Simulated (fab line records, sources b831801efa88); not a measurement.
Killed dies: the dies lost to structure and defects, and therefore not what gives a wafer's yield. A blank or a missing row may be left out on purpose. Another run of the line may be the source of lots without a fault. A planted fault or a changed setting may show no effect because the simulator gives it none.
fab line records	flow sky130
record: lots: 12	wafers: 36	last-day: 50
route steps=708 shown SONOS_ONO@183 POLY_GATE@229 LDD_N@246 PAD_OPEN@708
lots that met no fault: taken from a fault-free run of the same line
start-h: start of the lot's first displayed wafer, in hours after the record's first day	wait-h: hours since the lot's step before	" repeats the value in the row above	L1.1+2: a single row standing in for several wafers	- either no value or no given start	* or withheld: withheld	< > ~ a bound
route shown NAME@n: NAME is a module with steps in the file, n the number in the route of the first one	usual: the fault-free wafers' mean and standard deviation	same: alike in all rows	chamber/n: place in a boat	sites: each site's reading	_std_site: standard deviation across them	_edge_site: inner sites' mean taken away from outer sites' mean	radius-mm: for every site, how far away it sits from the centre of the wafer	mask NAME#n: copy n	behind: tool/chamber where the wafer was last shaped	hold: what put the lot on hold/how long, in hours/how the hold closed	device: transistor that didn't switch, given as n, p or np	end of line: at the end of the route, the tests of the same wafers	where a step has no rows: the recipe by itself	killed: at the first sort, the dies lost to defects and structure; wafer yield is something else	map: shows each die of a wafer: x if killed, . if not, _ if none is there
set.NAME: the setting as run; set.NAME@STEP: as run at that earlier step	model.NAME: the simulator's own value behind a step, which no gauge read
steps of the route over a sample of lots; a table a step, a row a wafer
services: a tool's chamber out of use, with start hour (start-h, from the record's first day; less than 0 if before it), hours out, and reason
== steps ==
step: SKY_SONOS_ONO_ETCH_15
recipe: target-depth-nm: 19.52	chemistry: CHF3/O2	source-w: 577.7	bias-w: 200	pressure-mtorr: 40	chf3-flow-sccm: 50	O2_flow_sccm: 5	time-s: 7.8
usual: drypump-motor-current-A: 5.7/0.52	oes-product-au: 0.993/0.011	throttle-valve-pct: 8.823/0.0095
lot.wafer	tool	chamber	start-h	wait-h	drypump-motor-current-A	oes-product-au	rf-hours-counter-h	throttle-valve-pct
L533.1	rie-diel-01	3	273.59	0.0	6.3	1.001	95	8.830
L533.2	"	0	"	"	5.5	0.998	125	8.806
L533.4	"	2	"	"	6.3	0.996	1	8.816
L536.2	rie-diel-04	3	298.89	0.0	4.9	0.968	6	8.822
L536.4	"	2	"	"	5.5	0.977	7	8.811
L536.5	"	1	"	"	6.3	1.005	-	8.840
L537.2	rie-diel-04	3	308.89	0.0	4.9	0.970	6	8.825
L537.3	"	2	"	"	5.5	0.977	7	8.817
L537.6	"	0	"	"	6.2	0.995	-	8.828
L538.1	rie-diel-01	1	314.84	0.0	5.7	1.009	2	8.842
L538.5	"	2	"	"	6.3	1.003	-	8.819
L538.6	"	3	"	"	6.4	0.998	-	8.811
L539.2	rie-diel-04	3	326.01	0.0	4.9	0.967	6	8.815
L539.4	"	1	"	"	6.3	0.987	112	8.834
L539.6	"	2	"	"	5.6	0.974	-	8.833
L548.2	rie-diel-01	3	420.71	0.0	6.3	1.000	99	8.826
L548.3	"	0	"	"	5.5	0.981	2	8.805
L548.4	"	1	"	"	5.7	0.997	5	8.821
L550.2	rie-diel-03	1	421.66	0.0	5.4	1.000	60	8.823
L550.3	"	3	"	"	6.3	1.005	41	8.833
L550.5	"	2	"	"	5.1	0.994	-	8.833
L552.1	rie-diel-01	3	435.74	0.0	6.3	1.000	99	8.836
L552.5	"	3	"	"	6.3	1.013	-	8.836
L552.6	"	0	"	"	5.4	0.991	-	8.840
L553.1	rie-diel-03	3	441.41	0.0	6.4	1.001	41	8.834
L553.3	"	2	"	"	5.1	0.992	4	8.818
L553.4	"	2	"	"	5.1	0.994	-	8.822
L554.2	rie-diel-04	2	441.44	0.0	5.6	0.984	9	8.821
L554.4	"	0	"	"	6.2	0.988	0	8.820
L554.5	"	3	"	"	4.9	0.982	-	8.815
L555.1	rie-diel-01	2	463.74	0.0	6.3	0.993	5	8.833
L555.2	"	0	"	"	5.5	0.975	3	8.808
L555.6	"	1	"	"	5.7	1.003	-	8.813
L556.3	rie-diel-04	1	471.11	0.0	6.3	0.976	1	8.806
L556.5	"	3	"	"	4.9	0.967	-	8.829
L556.6	"	2	"	"	5.5	0.990	-	8.836
step: SKY_POLY_GATE_ETCH_15
recipe: chemistry: N2/H2	target: BARC	ion-energy-ev: 200	source-w: 500	bias-w: 100	pressure-mtorr: 30	n2-flow-sccm: 100	h2-flow-sccm: 200	stop-on: SiO2	time-s: 118.5	target-depth-a: 1100
usual: drypump-motor-current-A: 5.9/0.43	oes-product-au: 0.716/0.0048	throttle-valve-pct: 13.213/0.0081
lot.wafer	tool	chamber	start-h	wait-h	drypump-motor-current-A	oes-product-au	rf-hours-counter-h	throttle-valve-pct
L533.1	rie-diel-02	2	366.16	0.0	6.3	0.719	40	13.213
L533.2	"	0	"	"	5.4	0.708	6	13.214
L533.4	"	3	"	"	6.4	0.710	9	13.218
L536.2	rie-diel-01	1	391.54	0.0	5.7	0.726	4	13.207
L536.4	"	0	"	"	5.5	0.720	1	13.220
L536.5	"	0	"	"	5.5	0.721	-	13.212
L537.2	rie-diel-02	3	396.09	0.0	6.4	0.718	10	13.222
L537.3	"	2	"	"	6.3	0.713	41	13.210
L537.6	"	0	"	"	5.4	0.713	-	13.219
L538.1	rie-diel-02	1	425.54	0.0	5.8	0.714	3	13.203
L538.5	"	1	"	"	5.8	0.716	-	13.197
L538.6	"	3	"	"	6.4	0.714	-	13.224
L539.2	rie-diel-01	2	426.19	0.0	6.3	0.713	4	13.209
L539.4	"	2	"	"	6.3	0.720	-	13.208
L539.6	"	0	"	"	5.4	0.720	-	13.211
L548.2	rie-diel-01	0	520.04	0.0	5.5	0.711	4	13.211
L548.3	"	3	"	"	6.3	0.714	1	13.223
L548.4	"	0	"	"	5.5	0.718	-	13.223
L550.2	rie-diel-02	1	522.16	0.0	5.8	0.712	5	13.223
L550.3	"	0	"	"	5.4	0.711	8	13.228
L550.5	"	1	"	"	5.8	0.718	-	13.212
L552.1	rie-diel-03	1	535.79	0.0	5.4	0.720	62	13.223
L552.5	"	0	"	"	5.8	0.724	-	13.218
L552.6	"	1	"	"	5.4	0.714	-	13.218
L553.1	rie-diel-01	2	539.69	0.0	6.3	0.717	7	13.208
L553.3	"	0	"	"	5.5	0.713	4	13.214
L553.4	"	2	"	"	6.3	0.716	-	13.209
L554.2	rie-diel-03	2	542.29	0.0	5.1	0.721	6	13.226
L554.4	"	3	"	"	6.4	0.710	-	13.221
L554.5	"	1	"	"	5.4	0.717	-	13.223
L555.1	rie-diel-01	2	561.46	0.0	6.3	0.712	8	13.202
L555.2	"	3	"	"	6.3	0.719	2	13.210
L555.6	"	3	"	"	6.3	0.727	-	13.229
L556.3	rie-diel-01	2	568.89	0.0	6.3	0.709	8	13.198
L556.5	"	2	"	"	6.3	0.718	-	13.224
L556.6	"	3	"	"	6.3	0.712	-	13.217
step: SKY_LDD_N_IMPLANT_09
recipe: species: As	energy-kev: 20	dose-cm2: 7.5e+13	tilt-deg: withheld	rotation-deg: 113
usual: beam-energy-keV: 20.000/0.0061	end-station-pressure-torr: 5.37e-06/2.8e-07
lot.wafer	tool	chamber	start-h	wait-h	beam-energy-keV	end-station-pressure-torr
L533.1	implanter-01	0	397.89	0.1	19.998	5.06e-06
L533.2	"	0	"	"	20.002	5.05e-06
L533.4	"	0	"	"	20.002	5.46e-06
L536.2	implanter-02	0	422.84	0.1	19.992	5.42e-06
L536.4	"	0	"	"	20.002	5.56e-06
L536.5	"	0	"	"	19.996	5.32e-06
L537.2	implanter-02	0	430.20	0.1	19.998	5.37e-06
L537.3	"	0	"	"	20.010	5.19e-06
L537.6	"	0	"	"	20.004	5.75e-06
L538.1	implanter-02	0	458.47	0.1	19.999	5.3e-06
L538.5	"	0	"	"	20.002	5.4e-06
L538.6	"	0	"	"	20.004	4.98e-06
L539.2	implanter-04	0	459.10	0.1	20.000	5.37e-06
L539.4	"	0	"	"	20.008	5.56e-06
L539.6	"	0	"	"	20.010	5.45e-06
L548.2	implanter-02	0	551.74	0.1	20.850	5.32e-06
L548.3	"	0	"	"	20.845	5.27e-06
L548.4	"	0	"	"	20.851	5.64e-06
L550.2	implanter-02	0	554.45	0.1	20.851	5.77e-06
L550.3	"	0	"	"	20.841	6e-06
L550.5	"	0	"	"	20.842	5.54e-06
L552.1	implanter-04	0	567.72	0.1	20.000	5.77e-06
L552.5	"	0	"	"	20.003	5.4e-06
L552.6	"	0	"	"	20.015	5.39e-06
L553.1	implanter-01	0	571.32	0.1	20.007	5.06e-06
L553.3	"	0	"	"	19.997	5.28e-06
L553.4	"	0	"	"	19.996	5.14e-06
L554.2	implanter-04	0	574.54	0.1	20.006	5.87e-06
L554.4	"	0	"	"	20.001	5.51e-06
L554.5	"	0	"	"	20.003	5.37e-06
L555.1	implanter-04	0	593.02	0.1	19.999	5.75e-06
L555.2	"	0	"	"	20.009	5.34e-06
L555.6	"	0	"	"	20.000	5.35e-06
L556.3	implanter-01	0	600.14	0.1	19.997	4.49e-06
L556.5	"	0	"	"	20.009	5.47e-06
L556.6	"	0	"	"	20.008	5.8e-06
step: SKY_LDD_N_STRIP_16
recipe: chemistry: O2/N2	power-w: 1400	pressure-mtorr: 1500	platen-temp-c: withheld	o2-flow-sccm: 3000	n2-flow-sccm: 300	overash-fraction: 0.5
usual: drypump-motor-current-A: 5.5/0.38	oes-product-au: 0.407/0.0045	strip-time-to-endpoint-s: 4.313/0.014
lot.wafer	tool	chamber	start-h	wait-h	drypump-motor-current-A	oes-product-au	rf-hours-counter-h	strip-time-to-endpoint-s
L533.1	plasma-asher-03	1	398.94	0.1	6.0	0.394	72	4.283
L533.2	"	0	"	"	5.8	0.411	72	4.302
L533.4	"	0	"	"	5.8	0.402	-	4.294
L536.2	plasma-asher-01	0	423.87	0.1	5.3	0.412	25	4.303
L536.4	"	0	"	"	5.3	0.407	-	4.341
L536.5	"	1	"	"	5.8	0.409	-	4.311
L537.2	plasma-asher-01	1	431.22	0.1	5.8	0.403	26	4.287
L537.3	"	0	"	"	5.3	0.406	-	4.316
L537.6	"	1	"	"	5.8	0.401	-	4.317
L538.1	plasma-asher-03	1	459.52	0.1	5.9	0.398	3	4.323
L538.5	"	0	"	"	5.8	0.414	-	4.326
L538.6	"	1	"	"	6.0	0.407	-	4.306
L539.2	plasma-asher-02	0	460.12	0.1	5.0	0.407	80	4.307
L539.4	"	0	"	"	5.0	0.405	-	4.311
L539.6	"	0	"	"	5.0	0.408	-	4.305
L548.2	plasma-asher-03	1	552.77	0.1	6.0	0.406	13	4.305
L548.3	"	1	"	"	6.0	0.409	-	4.286
L548.4	"	0	"	"	5.8	0.403	-	4.302
L550.2	plasma-asher-01	0	555.47	0.1	5.4	0.409	38	4.325
L550.3	"	1	"	"	5.8	0.409	-	4.306
L550.5	"	1	"	"	5.8	0.409	-	4.331
L552.1	plasma-asher-03	1	568.77	0.1	6.0	0.409	14	4.289
L552.5	"	0	"	"	5.8	0.401	-	4.316
L552.6	"	1	"	"	6.0	0.408	-	4.316
L553.1	plasma-asher-01	0	572.37	0.1	5.3	0.401	40	4.292
L553.3	"	1	"	"	5.8	0.402	-	4.307
L553.4	"	0	"	"	5.3	0.407	-	4.306
L554.2	plasma-asher-03	1	575.57	0.1	6.0	0.411	15	4.309
L554.4	"	1	"	"	6.0	0.403	-	4.290
L554.5	"	0	"	"	5.8	0.395	-	4.293
L555.1	plasma-asher-02	0	594.07	0.1	5.0	0.408	93	4.287
L555.2	"	1	"	"	4.9	0.409	93	4.322
L555.6	"	1	"	"	4.9	0.403	-	4.308
L556.3	plasma-asher-01	1	601.17	0.1	5.8	0.407	-	4.313
L556.5	"	0	"	"	5.3	0.411	-	4.299
L556.6	"	1	"	"	5.8	0.407	-	4.305
step: SKY_PAD_OPEN_PROBE_99
usual: killed_at_M0_to_M3: 43/6.5	killed_at_M4_up: 3.1/1.8	killed-at-contacts: 24/4.8	killed-at-front-end: 15/4.7	killed-at-other: 0.3/0.58	killed-dies: 86/8.6	killed-open: 47/6.7	killed-short: 39/6.1
same: gross-dies: 492	killed-at-back-side: 0
lot.wafer	tool	chamber	start-h	wait-h	killed_at_M0_to_M3	killed_at_M4_up	killed-at-contacts	killed-at-front-end	killed-at-other	killed-dies	killed-open	killed-short
L533.1	prober-01	-	1074.86	0.6	50	4	35	11	0	100	55	45
L533.2	prober-01	-	1074.91	0.6	46	2	23	15	0	86	50	36
L533.4	prober-01	-	1075.01	0.7	42	1	28	4	2	77	44	33
L536.2	prober-02	-	1085.94	0.1	48	4	27	21	0	100	62	38
L536.4	prober-02	-	1086.04	0.2	46	5	31	16	0	98	55	43
L536.5	prober-02	-	1086.09	0.2	46	1	29	24	0	100	59	41
L537.2	prober-01	-	1095.96	0.1	43	6	29	13	0	91	55	36
L537.3	prober-01	-	1096.01	0.2	34	0	32	12	2	80	49	31
L537.6	prober-01	-	1096.16	0.2	46	2	26	11	0	85	45	40
L538.1	prober-02	-	1107.06	0.1	44	2	30	14	1	91	47	44
L538.5	prober-02	-	1107.26	0.2	48	6	33	12	0	99	54	45
L538.6	prober-02	-	1107.31	0.2	40	2	25	13	0	80	50	30
L539.2	prober-01	-	1110.33	0.1	47	1	23	16	0	87	47	40
L539.4	prober-01	-	1110.43	0.2	40	2	15	17	0	74	44	30
L539.6	prober-01	-	1110.53	0.2	35	6	23	15	0	79	35	44
L548.2	prober-01	-	1169.98	0.1	55	0	18	14	0	87	49	38
L548.3	prober-01	-	1170.03	0.2	53	6	23	20	0	102	59	43
L548.4	prober-01	-	1170.08	0.2	35	3	35	13	0	86	50	36
L550.2	prober-01	-	1176.09	0.1	53	0	23	17	0	93	51	42
L550.3	prober-01	-	1176.14	0.2	49	2	13	11	2	77	44	33
L550.5	prober-01	-	1176.24	0.2	36	5	21	12	1	75	37	38
L552.1	prober-01	-	1177.89	0.1	38	1	27	14	0	80	39	41
L552.5	prober-01	-	1178.09	0.2	35	3	28	18	0	84	48	36
L552.6	prober-01	-	1178.14	0.2	34	3	25	16	0	78	47	31
L553.1	prober-02	-	1183.72	0.1	44	7	22	11	0	84	47	37
L553.3	prober-02	-	1183.82	0.2	35	3	29	14	0	81	41	40
L553.4	prober-02	-	1183.87	0.2	34	7	24	13	0	78	41	37
L554.2	prober-01	-	1185.02	0.1	55	2	24	6	0	87	52	35
L554.4	prober-01	-	1185.12	0.2	44	2	17	14	0	77	43	34
L554.5	prober-01	-	1185.17	0.2	40	6	15	17	0	78	47	31
L555.1	prober-02	-	1193.96	0.1	49	3	25	15	1	93	49	44
L555.2	prober-02	-	1194.01	0.1	30	1	28	21	1	81	53	28
L555.6	prober-02	-	1194.21	0.2	35	6	31	13	0	85	55	30
L556.3	prober-01	-	1200.29	0.2	38	4	19	13	0	74	45	29
L556.5	prober-01	-	1200.39	0.2	39	4	23	12	0	78	49	29
L556.6	prober-01	-	1200.44	0.2	46	3	19	13	0	81	41	40
killed by level:class
L533.1 VIA1:geometric-particle:open=13 LI_CONTACT:geometric-particle:open=11 VIA2:geometric-particle:open=9 CONTACT:geometric-particle:open=9 CONTACT:geometric-particle:short=8 VIA1:geometric-particle:short=8 METAL1:geometric-particle:short=7 FIELD_ISO:geometric-particle:open=5
L533.2 VIA3:geometric-particle:open=12 CONTACT:geometric-particle:open=7 VIA1:geometric-particle:open=7 FIELD_ISO:geometric-particle:open=6 METAL1:geometric-particle:short=6 LI_CONTACT:geometric-particle:open=5 CONTACT:geometric-particle:short=5 VIA1:geometric-particle:short=4
L533.4 VIA1:geometric-particle:open=14 CONTACT:geometric-particle:open=9 CONTACT:geometric-particle:short=7 LI_CONTACT:geometric-particle:open=6 VIA2:geometric-particle:open=6 METAL1:geometric-particle:short=4 METAL2:geometric-particle:short=4 LI_CONTACT:geometric-particle:short=3
L536.2 VIA1:geometric-particle:open=15 LI_CONTACT:geometric-particle:open=10 POLY_GATE:geometric-particle:open=8 VIA3:geometric-particle:open=7 CONTACT:geometric-particle:open=6 VIA2:geometric-particle:open=6 FIELD_ISO:geometric-particle:short=5 LOCAL_INTERCONNECT:geometric-particle:short=5
L536.4 CONTACT:geometric-particle:open=13 VIA3:geometric-particle:open=10 LI_CONTACT:geometric-particle:open=9 CONTACT:geometric-particle:short=7 POLY_GATE:geometric-particle:open=6 VIA1:geometric-particle:open=6 VIA2:geometric-particle:short=6 VIA1:geometric-particle:short=5
L536.5 CONTACT:geometric-particle:open=15 VIA1:geometric-particle:open=11 LI_CONTACT:geometric-particle:open=9 VIA1:geometric-particle:short=9 VIA3:geometric-particle:open=8 FIELD_ISO:geometric-particle:short=7 FIELD_ISO:geometric-particle:open=7 METAL2:geometric-particle:short=5
L537.2 VIA1:geometric-particle:open=19 CONTACT:geometric-particle:open=11 LI_CONTACT:geometric-particle:open=7 POLY_GATE:geometric-particle:open=4 CONTACT:geometric-particle:short=4 LOCAL_INTERCONNECT:geometric-particle:short=4 METAL1:geometric-particle:short=4 VIA3:geometric-particle:open=4
L537.3 CONTACT:geometric-particle:open=15 VIA1:geometric-particle:open=10 VIA1:geometric-particle:short=7 LI_CONTACT:geometric-particle:open=6 POLY_GATE:geometric-particle:open=5 VIA2:geometric-particle:open=5 CONTACT:geometric-particle:short=4 LOCAL_INTERCONNECT:geometric-particle:short=4
L537.6 VIA2:geometric-particle:open=10 VIA1:geometric-particle:open=8 LOCAL_INTERCONNECT:geometric-particle:short=8 VIA3:geometric-particle:open=7 CONTACT:geometric-particle:open=7 POLY_GATE:geometric-particle:short=6 VIA1:geometric-particle:short=6 METAL2:geometric-particle:short=6
L538.1 CONTACT:geometric-particle:open=10 VIA2:geometric-particle:open=9 LI_CONTACT:geometric-particle:open=8 CONTACT:geometric-particle:short=7 METAL2:geometric-particle:short=7 FIELD_ISO:geometric-particle:short=5 METAL1:geometric-particle:short=5 VIA1:geometric-particle:open=5
L538.5 LI_CONTACT:geometric-particle:open=14 CONTACT:geometric-particle:open=9 VIA3:geometric-particle:open=8 VIA1:geometric-particle:open=7 VIA2:geometric-particle:open=7 METAL1:geometric-particle:short=5 LOCAL_INTERCONNECT:geometric-particle:short=4 CONTACT:geometric-particle:short=4
L538.6 CONTACT:geometric-particle:open=10 VIA1:geometric-particle:open=10 LI_CONTACT:geometric-particle:open=8 VIA2:geometric-particle:open=8 METAL1:geometric-particle:short=7 FIELD_ISO:geometric-particle:open=6 METAL2:geometric-particle:short=5 POLY_GATE:geometric-particle:short=3
L539.2 CONTACT:geometric-particle:open=11 VIA1:geometric-particle:open=10 VIA2:geometric-particle:open=10 METAL1:geometric-particle:short=5 VIA3:geometric-particle:open=5 POLY_GATE:geometric-particle:short=4 LI_CONTACT:geometric-particle:short=4 LOCAL_INTERCONNECT:geometric-particle:short=4
L539.4 VIA1:geometric-particle:open=8 VIA2:geometric-particle:open=7 FIELD_ISO:geometric-particle:short=5 FIELD_ISO:geometric-particle:open=4 POLY_GATE:geometric-particle:open=4 LI_CONTACT:geometric-particle:open=4 CONTACT:geometric-particle:open=4 METAL1:geometric-particle:short=4
L539.6 VIA3:geometric-particle:open=8 LOCAL_INTERCONNECT:geometric-particle:short=8 VIA1:geometric-particle:short=8 LI_CONTACT:geometric-particle:short=7 FIELD_ISO:geometric-particle:open=5 VIA2:geometric-particle:open=5 FIELD_ISO:geometric-particle:short=4 METAL4:geometric-particle:short=4
L548.2 VIA1:geometric-particle:open=14 METAL2:geometric-particle:short=13 CONTACT:geometric-particle:open=10 VIA3:geometric-particle:open=8 METAL1:geometric-particle:short=5 POLY_GATE:geometric-particle:short=4 VIA2:geometric-particle:open=4 VIA3:geometric-particle:short=4
L548.3 CONTACT:geometric-particle:open=10 VIA1:geometric-particle:open=10 VIA2:geometric-particle:open=9 VIA1:geometric-particle:short=6 POLY_GATE:geometric-particle:open=5 LI_CONTACT:geometric-particle:open=5 METAL3:geometric-particle:short=5 METAL4:geometric-particle:short=5
L548.4 LI_CONTACT:geometric-particle:open=9 CONTACT:geometric-particle:open=9 VIA2:geometric-particle:open=8 LOCAL_INTERCONNECT:geometric-particle:short=7 VIA1:geometric-particle:open=7 VIA3:geometric-particle:open=6 FIELD_ISO:geometric-particle:short=4 LI_CONTACT:geometric-particle:short=4
L550.2 VIA1:geometric-particle:open=13 LI_CONTACT:geometric-particle:open=8 METAL2:geometric-particle:short=6 VIA1:geometric-particle:short=6 METAL1:geometric-particle:short=6 METAL1:geometric-particle:open=5 VIA3:geometric-particle:open=5 FIELD_ISO:geometric-particle:open=4
L550.3 VIA1:geometric-particle:open=10 METAL1:geometric-particle:short=9 VIA2:geometric-particle:open=9 CONTACT:geometric-particle:open=8 POLY_GATE:geometric-particle:open=5 VIA2:geometric-particle:short=5 VIA3:geometric-particle:open=5 POLY_GATE:geometric-particle:short=4
L550.5 VIA1:geometric-particle:open=7 CONTACT:geometric-particle:open=6 VIA3:geometric-particle:open=6 VIA1:geometric-particle:short=5 POLY_GATE:geometric-particle:short=4 METAL4:geometric-particle:short=4 LI_CONTACT:geometric-particle:open=4 CONTACT:geometric-particle:short=4
L552.1 CONTACT:geometric-particle:short=9 CONTACT:geometric-particle:open=8 METAL2:geometric-particle:short=8 METAL1:geometric-particle:short=7 VIA2:geometric-particle:open=7 LI_CONTACT:geometric-particle:open=6 VIA3:geometric-particle:open=5 FIELD_ISO:geometric-particle:open=3
L552.5 VIA1:geometric-particle:open=11 CONTACT:geometric-particle:open=9 LI_CONTACT:geometric-particle:open=7 CONTACT:geometric-particle:short=7 VIA3:geometric-particle:open=6 POLY_GATE:geometric-particle:short=6 METAL1:geometric-particle:short=5 VIA3:geometric-particle:short=4
L552.6 CONTACT:geometric-particle:open=10 VIA1:geometric-particle:open=10 CONTACT:geometric-particle:short=7 POLY_GATE:geometric-particle:short=6 VIA3:geometric-particle:open=5 FIELD_ISO:geometric-particle:open=4 LI_CONTACT:geometric-particle:open=4 VIA1:geometric-particle:short=4
L553.1 VIA3:geometric-particle:open=12 VIA1:geometric-particle:open=7 CONTACT:geometric-particle:open=7 METAL2:geometric-particle:short=7 METAL4:geometric-particle:short=6 LI_CONTACT:geometric-particle:open=5 CONTACT:geometric-particle:short=5 FIELD_ISO:geometric-particle:open=4
L553.3 LOCAL_INTERCONNECT:geometric-particle:short=8 CONTACT:geometric-particle:open=8 VIA1:geometric-particle:open=8 LI_CONTACT:geometric-particle:open=7 CONTACT:geometric-particle:short=6 VIA3:geometric-particle:short=4 FIELD_ISO:geometric-particle:short=4 METAL1:geometric-particle:short=4
L553.4 CONTACT:geometric-particle:open=10 LI_CONTACT:geometric-particle:open=6 METAL4:geometric-particle:short=6 METAL2:geometric-particle:short=6 VIA2:geometric-particle:open=5 CONTACT:geometric-particle:short=4 METAL1:geometric-particle:short=4 VIA1:geometric-particle:open=4
L554.2 VIA1:geometric-particle:open=20 LI_CONTACT:geometric-particle:open=9 CONTACT:geometric-particle:open=8 VIA1:geometric-particle:short=7 VIA3:geometric-particle:open=7 METAL3:geometric-particle:short=5 LI_CONTACT:geometric-particle:short=4 METAL2:geometric-particle:short=4
L554.4 VIA1:geometric-particle:open=11 METAL2:geometric-particle:short=7 CONTACT:geometric-particle:open=6 VIA3:geometric-particle:open=6 VIA2:geometric-particle:open=6 POLY_GATE:geometric-particle:short=5 POLY_GATE:geometric-particle:open=3 LI_CONTACT:geometric-particle:open=3
L554.5 VIA1:geometric-particle:open=10 VIA3:geometric-particle:open=8 VIA2:geometric-particle:open=7 FIELD_ISO:geometric-particle:open=6 LI_CONTACT:geometric-particle:open=6 FIELD_ISO:geometric-particle:short=4 VIA2:geometric-particle:short=4 METAL4:geometric-particle:short=4
L555.1 METAL1:geometric-particle:short=10 VIA1:geometric-particle:open=9 CONTACT:geometric-particle:open=8 POLY_GATE:geometric-particle:open=7 VIA3:geometric-particle:open=7 LOCAL_INTERCONNECT:geometric-particle:short=6 VIA2:geometric-particle:open=6 CONTACT:geometric-particle:short=5
L555.2 CONTACT:geometric-particle:open=13 FIELD_ISO:geometric-particle:open=8 VIA1:geometric-particle:open=7 POLY_GATE:geometric-particle:short=6 LI_CONTACT:geometric-particle:open=6 VIA3:geometric-particle:open=5 LOCAL_INTERCONNECT:geometric-particle:short=4 CONTACT:geometric-particle:short=4
L555.6 CONTACT:geometric-particle:open=15 VIA3:geometric-particle:open=9 VIA2:geometric-particle:open=8 LI_CONTACT:geometric-particle:open=6 METAL1:geometric-particle:short=6 CONTACT:geometric-particle:short=5 VIA1:geometric-particle:open=5 FIELD_ISO:geometric-particle:open=4
L556.3 VIA1:geometric-particle:open=9 CONTACT:geometric-particle:short=6 CONTACT:geometric-particle:open=5 VIA2:geometric-particle:open=5 POLY_GATE:geometric-particle:open=4 METAL1:geometric-particle:short=4 VIA3:geometric-particle:open=4 VIA2:geometric-particle:short=3
L556.5 VIA1:geometric-particle:open=12 CONTACT:geometric-particle:open=10 METAL2:geometric-particle:short=8 FIELD_ISO:geometric-particle:open=5 LI_CONTACT:geometric-particle:open=5 VIA1:geometric-particle:short=5 VIA3:geometric-particle:open=5 VIA2:geometric-particle:short=4
L556.6 VIA1:geometric-particle:open=12 VIA2:geometric-particle:short=6 VIA1:geometric-particle:short=6 LI_CONTACT:geometric-particle:open=6 LOCAL_INTERCONNECT:geometric-particle:short=5 METAL2:geometric-particle:short=5 VIA3:geometric-particle:open=5 POLY_GATE:geometric-particle:short=4
== services ==
tool	chamber	start-h	hours	kind
plasma-asher-03	-	261.69	14.6	pm
implanter-02	-	305.81	3.9	repair
plasma-asher-01	-	310.31	49.4	repair
rie-diel-04	0	326.32	7.6	repair
plasma-asher-01	-	330.98	1.9	repair
rie-diel-04	0	347.81	3.9	repair
implanter-02	-	373.13	18.2	repair
implanter-02	-	379.66	4.1	repair
plasma-asher-03	-	382.99	1.5	repair
plasma-asher-01	-	419.64	2.3	repair
plasma-asher-03	-	421.25	9.0	pm
rie-diel-01	1	421.81	8.2	repair
plasma-asher-01	-	439.77	1.3	repair
plasma-asher-01	-	440.70	2.7	repair
rie-diel-01	-	451.05	0.2	repair
implanter-02	-	472.74	2.0	repair
implanter-02	-	486.66	2.1	pm
rie-diel-01	3	487.06	5.1	repair
rie-diel-01	1	517.21	56.4	repair
rie-diel-04	2	524.26	7.0	repair
rie-diel-04	1	539.61	3.2	repair
implanter-02	-	548.05	1.2	repair
rie-diel-04	0	548.08	6.6	repair
rie-diel-04	1	588.34	5.0	repair
== key ==
first-sign: step: SKY_LDD_N_IMPLANT_09	reading: beam-energy-keV	direction: up	sigmas: 99+	usual: *	struck: *
effect none on later readings
met-at SKY_LDD_N_IMPLANT_09
struck-lots L548,L550
tester-left-out L548,L550
not-acting-at SKY_SONOS_ONO_ETCH_15,SKY_POLY_GATE_ETCH_15,SKY_LDD_N_STRIP_16
onset-between 458.47 551.74
fault: kind: process-parameter-drift	tool: implanter-02	chamber: -	onset-h: 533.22	steps: SKY_LDD_N_IMPLANT_09	channel: energy-kev	offset: *	shape: step	end-h: 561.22	acts-in: *	stated: *
tester-left-out: of these lots the tester's yield and bins aren't shown, on N5 and GAA mostly nor the transistor test; their killed dies are dies lost to structure and defects alone, not to doping, threshold or leakage, so they don't give the yield
